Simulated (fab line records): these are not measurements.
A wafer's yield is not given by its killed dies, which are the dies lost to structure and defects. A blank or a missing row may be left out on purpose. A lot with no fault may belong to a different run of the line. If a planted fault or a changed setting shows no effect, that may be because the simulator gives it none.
Comparing a struck lot with a sound one :: flow sky130 :: 17 out of 708 route steps
Sound: the wafers L651.1, L651.3, L651.4. Struck: wafer L666.1 (left out: L666.4, L666.5 of the same lot, which were not struck); the cause appears at the end.
Each step with rows lists, per side, the tool, then ch with its chambers, then its first start. Under that, the readings that differ: sound wafers :: struck wafers :: difference of the means :: sigmas: that difference in standard deviations of wafers without a fault.
alike: same words and numbers on both sides, and readings whose means sit less than 2 such deviations apart. not compared: any withheld reading, any reading some wafer has no value for, any bound like >300 that may hide the same value, and any number with overlapping values for which the record gives no deviation.
A row with sigmas, a row that says differs or no value, or rows on one side alone: a step with any of these is where the two part. Non-overlapping numbers with no deviation appear without sigmas and do not part them. Lack of a reading on every wafer of one side parts them only where that side has two or more wafers.

SKY_VT_ADJUST_LVTN_OVL_MEAS_07:
  struck on overlay-02, day 13 02:44; sound on overlay-01, day 8 18:05
  alike: VT_ADJUST_LVTN_OVL
next, for these wafers, 1 step has no rows: SKY_VT_ADJUST_LVTN_IMPLANT_08.
SKY_VT_ADJUST_LVTN_STRIP_09: strips in O2/N2.
  sound on plasma asher-03 ch 0,1, day 8 18:16; struck on plasma asher-01 ch 0, day 13 02:55
reading: strip time to endpoint s (s)
sound: 36.76 36.81 36.82
struck: 37.04
difference: +0.24
sigmas: +2
  alike: drypump motor current A, oes product au
  not compared: rf hours counter h
SKY_VT_ADJUST_LVTN_TW_MEAS_10:
  struck on film metro-02, day 13 03:01; sound on film metro-03, day 8 18:22
  alike: VT_ADJUST_LVTN_TW
then, 7 steps without rows for these wafers: SKY_VT_ADJUST_LVTN_DEHYDRATE_11 (time 60 s); SKY_VT_ADJUST_LVTN_HMDS_12 (prime time 60 s); SKY_VT_ADJUST_LVTN_COAT_13 (resist thk 1140 nm); SKY_VT_ADJUST_LVTN_SOFTBAKE_14 (time 60 s); SKY_VT_ADJUST_LVTN_EXPOSE_15 (exposes mask HVN STD DERIVED, target cd 600 nm); SKY_VT_ADJUST_LVTN_PEB_16; SKY_VT_ADJUST_LVTN_DEVELOP_17 (develop time 60 s).
SKY_VT_ADJUST_LVTN_OVL_MEAS_18:
  struck on overlay-02, day 14 00:06; sound on overlay-01, day 9 15:26
  alike: VT_ADJUST_LVTN_01_OVL
SKY_VT_ADJUST_LVTN_IMPLANT_19:
  sound on implanter-02 ch 0, day 9 15:28; struck on implanter-01 ch 0, day 14 00:08
SKY_VT_ADJUST_LVTN_STRIP_20: strips in O2/N2.
  sound on plasma asher-03 ch 0,1, day 9 15:37; struck on plasma asher-01 ch 0, day 14 00:17
reading: strip time to endpoint s (s)
sound: 14.27 14.29 14.25
struck: 14.15
difference: -0.12
sigmas: -3
  alike: drypump motor current A, oes product au
  not compared: rf hours counter h
SKY_VT_ADJUST_LVTN_TW_MEAS_21:
  struck on film metro-03, day 14 00:23; sound on film metro-03, day 9 15:43
reading: VT_ADJUST_LVTN_2_TW
sound: 187.0 187.4 187.4
struck: 178.9
difference: -8.4
sigmas: -6
then, 1 step without rows for these wafers: SKY_VT_ADJUST_NCORE_DEHYDRATE_00 (time 60 s).
-- here the record skips 37 days between the struck wafers' starts before and after, leaving off in module VT_ADJUST_NCORE and picking up in module PAD_OPEN (first step shown: number 708 of the route) --
SKY_PAD_OPEN_PROBE_99:
  struck on prober-01, day 50 18:52; sound on prober-01, day 47 15:28
reading: killed short
sound: 36 37 31
struck: 52
difference: +17
sigmas: +3

reading: model.etest.res pwell under gate.rs ohm sq
sound: 2287 2299 2315
struck: 2317
difference: +17
sigmas: 

reading: model.etest.res pwell under gate.rs ohm sq range
sound: 63.69 31.68 55.64
struck: 105.4
difference: +55.1
sigmas: 

reading: model.etest.nfet g5v0d10v5.body rise v (V)
sound: 0.6844 0.682 0.6855
struck: 0.6397
difference: -0.0443
sigmas: 

reading: model.etest.nfet_16v.body rise v (V)
sound: 0.6781 0.6772 0.6821
struck: 0.6345
difference: -0.0446
sigmas: 

reading: model.etest.nfet g5v0d10v5.vt sat v (V)
sound: 0.771 0.762 0.7697
struck: 0.7363
difference: -0.0313
sigmas: 

reading: model.etest.nfet g5v0d10v5.vt v (V)
sound: 0.8271 0.8169 0.8247
struck: 0.7995
difference: -0.0234
sigmas: 

reading: model.etest.nfet g5v0d10v5.vt v range
sound: 0.01138 0.01941 0.01615
struck: 0.02499
difference: +0.00934
sigmas: 
  alike: killed_at_M0_to_M3, killed_at_M4_up, killed at contacts, killed at front end, killed at other, killed dies, killed open

== WHERE THEY PART ==
Earliest at SKY_VT_ADJUST_LVTN_STRIP_09; latest, in this record, at SKY_PAD_OPEN_PROBE_99.

WHY: what had been put in by the simulator
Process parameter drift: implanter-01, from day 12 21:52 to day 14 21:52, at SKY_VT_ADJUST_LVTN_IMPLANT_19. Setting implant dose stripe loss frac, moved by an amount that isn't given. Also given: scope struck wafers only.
